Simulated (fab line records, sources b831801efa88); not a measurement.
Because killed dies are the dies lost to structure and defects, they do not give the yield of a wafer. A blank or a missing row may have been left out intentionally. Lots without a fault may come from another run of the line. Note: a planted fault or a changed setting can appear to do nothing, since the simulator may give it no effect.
The tool behind it: which one?    flow sfqLine    14 lots, 42 wafers sampled, at 1 step of a route of 325

== WHAT EACH GAUGE READ, for each wafer ==
SFQ_I2_BOW_MEAS_917.
lot   measured      on            I2_BOW (um)
L446  day 24 14:13  filmMetro-03  8 6 7
L447  day 25 03:06  filmMetro-02  7 3 5
L448  day 27 12:35  filmMetro-04  -4 5 -9
L449  day 27 15:35  filmMetro-03  9 14 8
L454  day 34 06:29  filmMetro-03  1 1 -5
L455  day 34 14:10  filmMetro-02  19 -3 -1
L456  day 35 02:54  filmMetro-04  -7 -3 -1
L461  day 36 15:13  filmMetro-02  -3 -2 -1
L462  day 37 06:12  filmMetro-04  -6 7 10
L463  day 37 14:31  filmMetro-04  -3 -10 -3
L464  day 37 21:43  filmMetro-04  19 -2 2
L466  day 38 12:44  filmMetro-04  -1 7 15
L467  day 39 00:43  filmMetro-02  -3 8 -2
L468  day 39 14:05  filmMetro-04  -14 2 3

== WHICH TOOL RAN EACH LOT (tool, then ch and the chambers of the sampled wafers, then the start) ==
Record: no process step prior to these readings.

== WHAT THE TOOLS THEMSELVES READ (means of the sampled wafers that have a number; where no wafer has one, the mark that the record gives instead) ==
The record holds no such reading with a usual standard deviation.

== THE ANSWER, worked out from the rows above alone ==
Rule: what is usual is taken from the lots themselves. Put in order of their means at a reading, lots are off if they are a third of the lots or fewer, leave a main group of 4 or more, and stand apart from it by a gap of 3 or more times the standard deviation of the main group's means; of several such gaps the widest counts. A main group whose means are all the same, to the digits that the tables above print for the reading, isn't used. Also off: a lot with no number at a reading for which 4 or more lots have one. Where the step has rows for the other lots, those lots are counted as sound. First the gauges in route order, then the tools' own readings, where a lot's mean is used as printed above. The first step at which some lot is off is used, and at that step the reading that is off furthest; a lot without a number counts as furthest.
Across all readings shown, no lot is off: no conclusion can be drawn from this.

== WHAT HAD BEEN PUT IN BY THE SIMULATOR ==
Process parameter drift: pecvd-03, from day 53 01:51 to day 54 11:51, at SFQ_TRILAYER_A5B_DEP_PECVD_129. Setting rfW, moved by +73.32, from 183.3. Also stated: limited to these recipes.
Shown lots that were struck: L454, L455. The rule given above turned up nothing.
